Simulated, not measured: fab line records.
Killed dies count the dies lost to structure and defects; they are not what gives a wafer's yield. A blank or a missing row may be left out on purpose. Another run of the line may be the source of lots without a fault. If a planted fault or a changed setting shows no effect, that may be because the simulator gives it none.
A struck lot beside a sound one	flow sky130	44 out of 708 route steps
Sound: these wafers, L530.3, L530.4, L530.5. Wafers struck: L540.1, L540.2, L540.4. The cause is given at the end.
Order at every step that has rows: each side's tool, ch and its chambers, its first start. Under that, the readings that differ: sound wafers	struck wafers	difference of the means	sigmas: that difference in standard deviations of wafers without a fault.
alike: same words and numbers on both sides, and readings whose means sit less than 2 such deviations apart. not compared: any withheld reading, any reading some wafer has no value for, any bound like >300 that may hide the same value, and any number with overlapping values for which the record gives no deviation.
The two part at a step that has a row with sigmas, a row that says differs or no value, or rows on one side only. Numbers that don't overlap but have no deviation are shown without sigmas and don't part them. A reading that every wafer of one side lacks parts them only if that side has two wafers or more.

SKY_VT_ADJUST_NCORE_STRIP_10: strips in O2/N2.
  sound on plasmaAsher-03 ch 0,1, day 9 13:50; struck on plasmaAsher-04 ch 0,1, day 13 01:42
  alike: drypumpMotorCurrentA, oesProductAu, stripTimeToEndpointS
  not compared: rfHoursCounterH
SKY_VT_ADJUST_NCORE_TW_MEAS_11:
  sound: filmMetro-03 at day 9 13:55; struck: filmMetro-01 at day 13 01:48
  alike: VT_ADJUST_NCORE_TW
then, 7 steps without rows for these wafers: SKY_VT_ADJUST_HVTR_DEHYDRATE_00 (time 60 s); SKY_VT_ADJUST_HVTR_HMDS_01 (prime time 60 s); SKY_VT_ADJUST_HVTR_COAT_02 (resist thk 1140 nm); SKY_VT_ADJUST_HVTR_SOFTBAKE_03 (time 60 s); SKY_VT_ADJUST_HVTR_EXPOSE_04 (exposes mask HVTRM, target cd 380 nm); SKY_VT_ADJUST_HVTR_PEB_05; SKY_VT_ADJUST_HVTR_DEVELOP_06 (develop time 60 s).
SKY_VT_ADJUST_HVTR_CD_MEAS_07: the cd target is 380 nm.
  sound: cdSem-02 at day 10 11:41; struck: cdSem-02 at day 14 01:54
  alike: cdNm
SKY_VT_ADJUST_HVTR_OVL_MEAS_08:
  sound: overlay-01 at day 10 11:47; struck: overlay-02 at day 14 02:01
  alike: VT_ADJUST_HVTR_OVL
then, 1 step without rows for these wafers: SKY_VT_ADJUST_HVTR_IMPLANT_09.
SKY_VT_ADJUST_HVTR_STRIP_10: strips in O2/N2.
  sound on plasmaAsher-01 ch 0,1, day 10 11:59; struck on plasmaAsher-02 ch 0,1, day 14 02:12
  alike: drypumpMotorCurrentA, oesProductAu, stripTimeToEndpointS
  not compared: rfHoursCounterH
SKY_VT_ADJUST_HVTR_TW_MEAS_11:
  sound: filmMetro-04 at day 10 12:04; struck: filmMetro-01 at day 14 02:18
  alike: VT_ADJUST_HVTR_TW
then, 7 steps without rows for these wafers: SKY_VT_ADJUST_PCH_DEHYDRATE_00 (time 60 s); SKY_VT_ADJUST_PCH_HMDS_01 (prime time 60 s); SKY_VT_ADJUST_PCH_COAT_02 (resist thk 3000 nm); SKY_VT_ADJUST_PCH_SOFTBAKE_03; SKY_VT_ADJUST_PCH_EXPOSE_04 (exposes mask NWM, target cd 840 nm); SKY_VT_ADJUST_PCH_PEB_05; SKY_VT_ADJUST_PCH_DEVELOP_06 (develop time 60 s).
SKY_VT_ADJUST_PCH_OVL_MEAS_07:
  sound: overlay-01 at day 11 10:28; struck: overlay-01 at day 15 04:34
  alike: VT_ADJUST_PCH_OVL
then, 1 step without rows for these wafers: SKY_VT_ADJUST_PCH_IMPLANT_08.
SKY_VT_ADJUST_PCH_STRIP_09: strips in O2/N2.
  sound on plasmaAsher-04 ch 0,1, day 11 10:41; struck on plasmaAsher-03 ch 0,1, day 15 04:45
reading	sound	struck	difference	sigmas
stripTimeToEndpointS (s)	36.73 36.65 36.76	37.02 37.01 36.94	+0.28	+3
  alike: drypumpMotorCurrentA, oesProductAu
  not compared: rfHoursCounterH
SKY_VT_ADJUST_PCH_TW_MEAS_10:
  sound: filmMetro-03 at day 11 10:46; struck: filmMetro-03 at day 15 04:51
  alike: VT_ADJUST_PCH_TW
then, 7 steps without rows for these wafers: SKY_SONOS_TUNNEL_DEHYDRATE_00 (time 60 s); SKY_SONOS_TUNNEL_HMDS_01 (prime time 60 s); SKY_SONOS_TUNNEL_COAT_02 (resist thk 1140 nm); SKY_SONOS_TUNNEL_SOFTBAKE_03 (time 60 s); SKY_SONOS_TUNNEL_EXPOSE_04 (exposes mask TUNM, target cd 410 nm); SKY_SONOS_TUNNEL_PEB_05; SKY_SONOS_TUNNEL_DEVELOP_06 (develop time 60 s).
SKY_SONOS_TUNNEL_CD_MEAS_07: the cd target is 410 nm.
  sound: cdSem-01 at day 12 09:48; struck: cdSem-01 at day 16 07:34
  alike: cdNm
SKY_SONOS_TUNNEL_OVL_MEAS_08:
  sound: overlay-01 at day 12 09:53; struck: overlay-02 at day 16 07:41
  alike: SONOS_TUNNEL_OVL
then, 3 steps without rows for these wafers: SKY_SONOS_TUNNEL_IMPLANT_09; SKY_SONOS_TUNNEL_WET_ETCH_10 (etches SiO2 in dHF, target depth 14 nm, time 280 s); SKY_SONOS_TUNNEL_STRIP_11 (strips in SPM, time 600 s).
SKY_SONOS_TUNNEL_TW_MEAS_12:
  sound: filmMetro-04 at day 12 10:23; struck: filmMetro-03 at day 16 08:08
  alike: SONOS_TUNNEL_TW
then, 2 steps without rows for these wafers: SKY_SONOS_TUNNEL_CLEAN_13 (cleans in dHF, time 20 s); SKY_SONOS_ONO_OXIDATION_00 (stabilise 600 s, purge 300 s, target thk 2.6 nm).
SKY_SONOS_ONO_THK_MEAS_01:
  sound: filmMetro-01 at day 12 11:48; struck: filmMetro-03 at day 16 09:34
  alike: SONOS_ONO_OXIDATION_THK
then, 1 step without rows for these wafers: SKY_SONOS_ONO_CVD_02 (deposits Si3N4 from DCS/NH3, target thk 10.5 nm, time 180 s).
SKY_SONOS_ONO_ETCH_15: etches the open film in CHF3/O2, target depth 19.52 nm, time 7.8 s.
  sound on rieDiel-02 ch 1,2,3, day 13 16:40; struck on rieDiel-03 ch 0,2,3, day 17 18:59
reading	sound	struck	difference	sigmas
model.SONOS_ONO.cdNm (nm)	408.5 408.6 408.5	414.2 415 414.3	+6.0	
  alike: drypumpMotorCurrentA, oesProductAu, throttleValvePct
  not compared: rfHoursCounterH
-- the record jumps here: 31 days lie between the struck wafers' starts before and after (it left off in module SONOS_ONO and takes up again in module PAD_OPEN, whose first step shown is number 708 of the route) --
SKY_PAD_OPEN_PROBE_99:
  sound: prober-01 at day 46 13:32; struck: prober-01 at day 49 01:58
reading	sound	struck	difference	sigmas
killedAtFrontEnd	15 18 18	70 71 68	+53	+12
killedDies	86 82 93	138 151 132	+53	+6
  alike: killed_at_M0_to_M3, killed_at_M4_up, killedAtContacts, killedAtOther, killedOpen, killedShort

== WHERE THEY PART ==
First at SKY_VT_ADJUST_PCH_STRIP_09; last, within this record, at SKY_PAD_OPEN_PROBE_99.

WHY: the cause the simulator had injected
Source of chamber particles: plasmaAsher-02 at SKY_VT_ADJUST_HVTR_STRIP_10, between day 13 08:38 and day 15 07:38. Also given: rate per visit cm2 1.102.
